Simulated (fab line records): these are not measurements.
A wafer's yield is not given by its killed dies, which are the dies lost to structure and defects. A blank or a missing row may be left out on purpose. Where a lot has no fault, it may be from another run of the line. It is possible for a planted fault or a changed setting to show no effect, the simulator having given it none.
Which tool did it?	flow gf180mcu	12 lots with 36 wafers sampled at 5 steps, on a route of 602 steps

## WHAT THE GAUGES READ, wafer by wafer
GF_M4_CD_MEAS_14: the cd target is 280 nm.
lot	measured	on	cd nm (nm)
L075	day 23 16:11	cd sem-01	280.5 279.4 279.5
L077	day 24 03:44	cd sem-01	280.5 281.2 281.9
L079	day 25 02:26	cd sem-01	277.6 278.4 278.1
L081	day 26 05:12	cd sem-02	279.0 278.2 278.3
L083	day 26 16:28	cd sem-01	278.8 278.9 279.6
L085	day 27 05:34	cd sem-01	279.0 279.9 279.3
L087	day 27 16:34	cd sem-01	279.5 279.8 279.3
L089	day 28 06:34	cd sem-01	281.1 280.7 280.2
L091	day 28 19:23	cd sem-01	281.0 280.9 280.1
L093	day 29 11:46	cd sem-01	280.9 282.4 282.5
L095	day 30 02:59	cd sem-02	282.3 282.7 281.8
L097	day 30 09:47	cd sem-01	280.8 281.3 280.1

## WHAT TOOL EACH LOT RAN ON (gives the tool, then ch and the chambers of the sampled wafers, and finally the start)
lot	GF_V2_CMP_26	GF_M3_SPUTTER_01	GF_V3_CVD_02	GF_V3_CMP_04
L075	cmp-01 ch 1,2,3, day 20 14:59	pvd sputter-01, day 20 15:17	pecvd-02 ch 0,1, day 21 16:40	cmp-01 ch 0,2,3, day 21 16:48
L077	cmp-02 ch 0,2,3, day 21 04:36	pvd sputter-01, day 21 04:57	pecvd-02 ch 0,1,2, day 22 05:08	cmp-01 ch 0,1,3, day 22 05:16
L079	cmp-02 ch 0,1, day 22 03:32	pvd sputter-02, day 22 03:56	pecvd-02 ch 0,1, day 23 03:56	cmp-02 ch 0,1,3, day 23 04:10
L081	cmp-02 ch 0,3, day 23 08:38	pvd sputter-01, day 23 09:02	pecvd-02 ch 0,2, day 24 08:11	cmp-02 ch 2,3, day 24 08:19
L083	cmp-02 ch 0,2, day 23 20:26	pvd sputter-03, day 23 20:50	pecvd-02 ch 0,1,2, day 24 20:13	cmp-02 ch 0,2,3, day 24 20:24
L085	cmp-01 ch 1,2, day 24 11:38	pvd sputter-03, day 24 12:02	pecvd-04 ch 0,1,2, day 25 10:47	cmp-02 ch 1,2, day 25 10:58
L087	cmp-02 ch 0,1,3, day 24 23:32	pvd sputter-01, day 24 23:50	pecvd-04 ch 1,2, day 25 22:20	cmp-02 ch 0,2,3, day 25 22:28
L089	cmp-01 ch 1,2,3, day 25 14:55	pvd sputter-01, day 25 15:19	pecvd-04 ch 1,2, day 26 13:38	cmp-01 ch 2,3, day 26 13:46
L091	cmp-02 ch 0,1, day 26 05:03	pvd sputter-01, day 26 05:27	pecvd-04 ch 0,1, day 27 03:22	cmp-02 ch 1,3, day 27 03:43
L093	cmp-02 ch 0,2,3, day 26 21:05	pvd sputter-01, day 26 21:20	pecvd-02 ch 1,2, day 27 18:25	cmp-02 ch 0,3, day 27 18:36
L095	cmp-02 ch 0,1, day 27 11:59	pvd sputter-01, day 27 12:23	pecvd-03 ch 0,2, day 28 07:56	cmp-02 ch 1,3, day 28 12:02
L097	cmp-02 ch 0,1, day 27 22:10	pvd sputter-01, day 27 22:34	pecvd-04 ch 0,2, day 28 17:44	cmp-02 ch 0,1,3, day 28 18:19
- GF_V2_CMP_26: polishes, stops on SiO2, t overpolish 15 s, target thk 0 nm.
- GF_M3_SPUTTER_01: material TiN, target thk 30 nm, time 25 s.
- GF_V3_CVD_02: deposits SiO2 from TEOS, target thk 850 nm, time 94.851 s.
- GF_V3_CMP_04: polishes SiO2.

## THE ANSWER, worked out from the rows above alone
Rule: usual is defined by the lots themselves. Put in order of their means at a reading, lots are off if they are a third of the lots or fewer, leave a main group of 4 or more, and stand apart from it by a gap of 3 or more times the standard deviation of the main group's means; of several such gaps the widest counts. Not used: any main group whose means are identical at the precision the tables above print for the reading. A lot without any number at a reading at which 4 lots or more have one is off too. Where the step has rows for the other lots, those lots are counted as sound.
None of the lots is off at any reading shown; this tells nothing.

## WHAT HAD BEEN PUT IN BY THE SIMULATOR
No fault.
